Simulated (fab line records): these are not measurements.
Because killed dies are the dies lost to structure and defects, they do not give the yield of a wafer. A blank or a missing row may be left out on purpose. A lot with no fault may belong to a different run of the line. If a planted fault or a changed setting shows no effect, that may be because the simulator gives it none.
Split-lot experiment :: flow sfq_line :: 23 wafers read from 5 lots, route of 325 steps

## SPLIT DETAILS
At SFQ_TRILAYER_I0_VIA_LITHO_COAT_031 (resist thk 650 nm), the setting resist_thk_nm was moved away from the recipe's 650 nm on 8 of the 23 wafers read, by -5.0% to +2.7%. All remaining wafers had this setting at the recipe value.

## FROM THE SPLIT TO THE READING: what the file shows between them, 4 steps
- SFQ_TRILAYER_I0_VIA_LITHO_SOFTBAKE_035
- SFQ_TRILAYER_I0_VIA_LITHO_EXPOSE_032: exposes mask I0, target cd 500 nm
- SFQ_TRILAYER_I0_VIA_LITHO_DEVELOP_033: time 60 s
- SFQ_TRILAYER_I0_VIA_BARC_OPEN_VIA_ETCH_046: etches BARC in O2, target depth 125 nm, time 41.7 s

## THE READING
KrF_of_TRILAYER_I0_VIA_LITHO_COAT_031.thk_nm (the simulator's own value, which no gauge read), in nm, at SFQ_TRILAYER_I0_VIA_ETCH_VIA_ETCH_034 (etches SiO2 in CHF3, stops on Nb, target depth 260 nm). The file gives no usual value for it. Across the 15 wafers here that went through the recipe, the average is 527.8 nm and the standard deviation 1.6 nm.

wafer: L074.1
tool, chamber at the split: litho_track-01, 0
resist_thk_nm as run, nm: 650
against the recipe: recipe
KrF_of_TRILAYER_I0_VIA_LITHO_COAT_031.thk_nm, nm: 528.4
against lot-mates on the recipe: -

wafer: L074.2
tool, chamber at the split: litho_track-01, 0
resist_thk_nm as run, nm: 650
against the recipe: recipe
KrF_of_TRILAYER_I0_VIA_LITHO_COAT_031.thk_nm, nm: 527.1
against lot-mates on the recipe: -

wafer: L074.3
tool, chamber at the split: litho_track-01, 0
resist_thk_nm as run, nm: 650
against the recipe: recipe
KrF_of_TRILAYER_I0_VIA_LITHO_COAT_031.thk_nm, nm: 528.3
against lot-mates on the recipe: -

wafer: L074.4
tool, chamber at the split: litho_track-01, 0
resist_thk_nm as run, nm: 650
against the recipe: recipe
KrF_of_TRILAYER_I0_VIA_LITHO_COAT_031.thk_nm, nm: 528.8
against lot-mates on the recipe: -

wafer: L074.5
tool, chamber at the split: litho_track-01, 0
resist_thk_nm as run, nm: 650
against the recipe: recipe
KrF_of_TRILAYER_I0_VIA_LITHO_COAT_031.thk_nm, nm: 526.6
against lot-mates on the recipe: -

wafer: L075.1
tool, chamber at the split: litho_track-04, 0
resist_thk_nm as run, nm: 650
against the recipe: recipe
KrF_of_TRILAYER_I0_VIA_LITHO_COAT_031.thk_nm, nm: 528.7
against lot-mates on the recipe: -

wafer: L075.2
tool, chamber at the split: litho_track-04, 0
resist_thk_nm as run, nm: 650
against the recipe: recipe
KrF_of_TRILAYER_I0_VIA_LITHO_COAT_031.thk_nm, nm: 529.7
against lot-mates on the recipe: -

wafer: L075.4
tool, chamber at the split: litho_track-04, 0
resist_thk_nm as run, nm: 650
against the recipe: recipe
KrF_of_TRILAYER_I0_VIA_LITHO_COAT_031.thk_nm, nm: 528.3
against lot-mates on the recipe: -

wafer: L079.1
tool, chamber at the split: litho_track-03, 0
resist_thk_nm as run, nm: 617.2
against the recipe: -5.0%
KrF_of_TRILAYER_I0_VIA_LITHO_COAT_031.thk_nm, nm: 494.5
against lot-mates on the recipe: -30.2

wafer: L079.3
tool, chamber at the split: litho_track-03, 0
resist_thk_nm as run, nm: 650
against the recipe: recipe
KrF_of_TRILAYER_I0_VIA_LITHO_COAT_031.thk_nm, nm: 524.7
against lot-mates on the recipe: -

wafer: L079.4
tool, chamber at the split: litho_track-03, 0
resist_thk_nm as run, nm: 617.2
against the recipe: -5.0%
KrF_of_TRILAYER_I0_VIA_LITHO_COAT_031.thk_nm, nm: 494.8
against lot-mates on the recipe: -29.9

wafer: L079.5
tool, chamber at the split: litho_track-03, 0
resist_thk_nm as run, nm: 650
against the recipe: recipe
KrF_of_TRILAYER_I0_VIA_LITHO_COAT_031.thk_nm, nm: 524.8
against lot-mates on the recipe: -

wafer: L079.6
tool, chamber at the split: litho_track-03, 0
resist_thk_nm as run, nm: 617.2
against the recipe: -5.0%
KrF_of_TRILAYER_I0_VIA_LITHO_COAT_031.thk_nm, nm: 494.1
against lot-mates on the recipe: -30.6

wafer: L081.2
tool, chamber at the split: litho_track-04, 0
resist_thk_nm as run, nm: 650
against the recipe: recipe
KrF_of_TRILAYER_I0_VIA_LITHO_COAT_031.thk_nm, nm: 530.2
against lot-mates on the recipe: -

wafer: L081.3
tool, chamber at the split: litho_track-04, 0
resist_thk_nm as run, nm: 663.5
against the recipe: +2.1%
KrF_of_TRILAYER_I0_VIA_LITHO_COAT_031.thk_nm, nm: 539.5
against lot-mates on the recipe: +11.8

wafer: L081.4
tool, chamber at the split: litho_track-04, 0
resist_thk_nm as run, nm: 650
against the recipe: recipe
KrF_of_TRILAYER_I0_VIA_LITHO_COAT_031.thk_nm, nm: 526.8
against lot-mates on the recipe: -

wafer: L081.5
tool, chamber at the split: litho_track-04, 0
resist_thk_nm as run, nm: 650
against the recipe: recipe
KrF_of_TRILAYER_I0_VIA_LITHO_COAT_031.thk_nm, nm: 526.2
against lot-mates on the recipe: -

wafer: L081.6
tool, chamber at the split: litho_track-04, 0
resist_thk_nm as run, nm: 663.5
against the recipe: +2.1%
KrF_of_TRILAYER_I0_VIA_LITHO_COAT_031.thk_nm, nm: 539.6
against lot-mates on the recipe: +11.9

wafer: L084.1
tool, chamber at the split: litho_track-01, 0
resist_thk_nm as run, nm: 650
against the recipe: recipe
KrF_of_TRILAYER_I0_VIA_LITHO_COAT_031.thk_nm, nm: 529.4
against lot-mates on the recipe: -

wafer: L084.2
tool, chamber at the split: litho_track-01, 0
resist_thk_nm as run, nm: 667.4
against the recipe: +2.7%
KrF_of_TRILAYER_I0_VIA_LITHO_COAT_031.thk_nm, nm: 545.3
against lot-mates on the recipe: +16.1

wafer: L084.3
tool, chamber at the split: litho_track-01, 0
resist_thk_nm as run, nm: 650
against the recipe: recipe
KrF_of_TRILAYER_I0_VIA_LITHO_COAT_031.thk_nm, nm: 528.9
against lot-mates on the recipe: -

wafer: L084.4
tool, chamber at the split: litho_track-01, 0
resist_thk_nm as run, nm: 667.4
against the recipe: +2.7%
KrF_of_TRILAYER_I0_VIA_LITHO_COAT_031.thk_nm, nm: 543.2
against lot-mates on the recipe: +14.1

wafer: L084.5
tool, chamber at the split: litho_track-01, 0
resist_thk_nm as run, nm: 667.4
against the recipe: +2.7%
KrF_of_TRILAYER_I0_VIA_LITHO_COAT_031.thk_nm, nm: 548.2
against lot-mates on the recipe: +19.1

FIT RESULTS
A straight line over all 23 wafers: KrF_of_TRILAYER_I0_VIA_LITHO_COAT_031.thk_nm changes by +6.53 nm for each +1% of resist_thk_nm; r = +0.99; the points scatter about the line by 1.7 nm.
The same after taking each lot's own level away (the mean of its wafers on the recipe; 23 wafers): +6 nm for each +1%; r = +1.00; scatter 1.2 nm.
The reading moves by 30 nm for the largest change in resist_thk_nm, on that fit.
The lots' own levels span 524.75 to 529.15 nm, that is 2.7 times the standard deviation above.
So the lot-to-lot level changes the slope little: the two slopes agree.
Check: -30.3 nm against its lot-mates is what the line predicts for one of the wafers moved furthest among these (-5.0%) when that wafer is left out of the fit. It came out at -30.2 nm against them.

## ADDITIONAL SPLITS CARRIED BY THESE WAFERS
Note: prior to the reading, these wafers also went through further splits. Each is held against what the fit with the lots' levels taken away leaves over:
other split on the same wafers: SFQ_TRILAYER_L0_DEP_SPUTTER_003 time_s
wafers away from the commonest value: 4
r with KrF_of_TRILAYER_I0_VIA_LITHO_COAT_031.thk_nm (lot level and that fit taken away): -0.21

other split on the same wafers: SFQ_TRILAYER_L0_LITHO_COAT_005 resist_thk_nm
wafers away from the commonest value: 8
r with KrF_of_TRILAYER_I0_VIA_LITHO_COAT_031.thk_nm (lot level and that fit taken away): -0.01

other split on the same wafers: SFQ_TRILAYER_L0_VIA_LITHO_PEB_016 peb_temp_c
wafers away from the commonest value: 7
r with KrF_of_TRILAYER_I0_VIA_LITHO_COAT_031.thk_nm (lot level and that fit taken away): -0.07

other split on the same wafers: SFQ_TRILAYER_M0_LITHO_COAT_021 resist_thk_nm
wafers away from the commonest value: 10
r with KrF_of_TRILAYER_I0_VIA_LITHO_COAT_031.thk_nm (lot level and that fit taken away): +0.21

other split on the same wafers: SFQ_TRILAYER_I0_DEP_PECVD_027 time_s
wafers away from the commonest value: 11
r with KrF_of_TRILAYER_I0_VIA_LITHO_COAT_031.thk_nm (lot level and that fit taken away): -0.20

## THE WHOLE CHAIN: every reading that the file lists as answering this split, in the file's order
step: SFQ_TRILAYER_I0_VIA_LITHO_COAT_031
what it does: resist thk 650 nm
reading: KrF_of_TRILAYER_I0_VIA_LITHO_COAT_031.thk_nm (the simulator's own value, which no gauge read)
change (the file's fit): +6.19 nm for each +1% of the setting
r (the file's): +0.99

step: SFQ_TRILAYER_I0_VIA_BARC_OPEN_VIA_ETCH_046
what it does: etches BARC in O2, target depth 125 nm, time 41.7 s
reading: KrF_of_TRILAYER_I0_VIA_LITHO_COAT_031.thk_nm (the simulator's own value, which no gauge read)
change (the file's fit): +6.08 nm for each +1% of the setting
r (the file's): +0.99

step: SFQ_TRILAYER_I0_VIA_ETCH_VIA_ETCH_034
what it does: etches SiO2 in CHF3, stops on Nb, target depth 260 nm
reading: KrF_of_TRILAYER_I0_VIA_LITHO_COAT_031.thk_nm (the simulator's own value, which no gauge read)
change (the file's fit): +5.98 nm for each +1% of the setting
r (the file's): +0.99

## THE FILE'S OWN FIT
KrF_of_TRILAYER_I0_VIA_LITHO_COAT_031.thk_nm changes by +5.98 nm for each +1% of resist_thk_nm, r = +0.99.
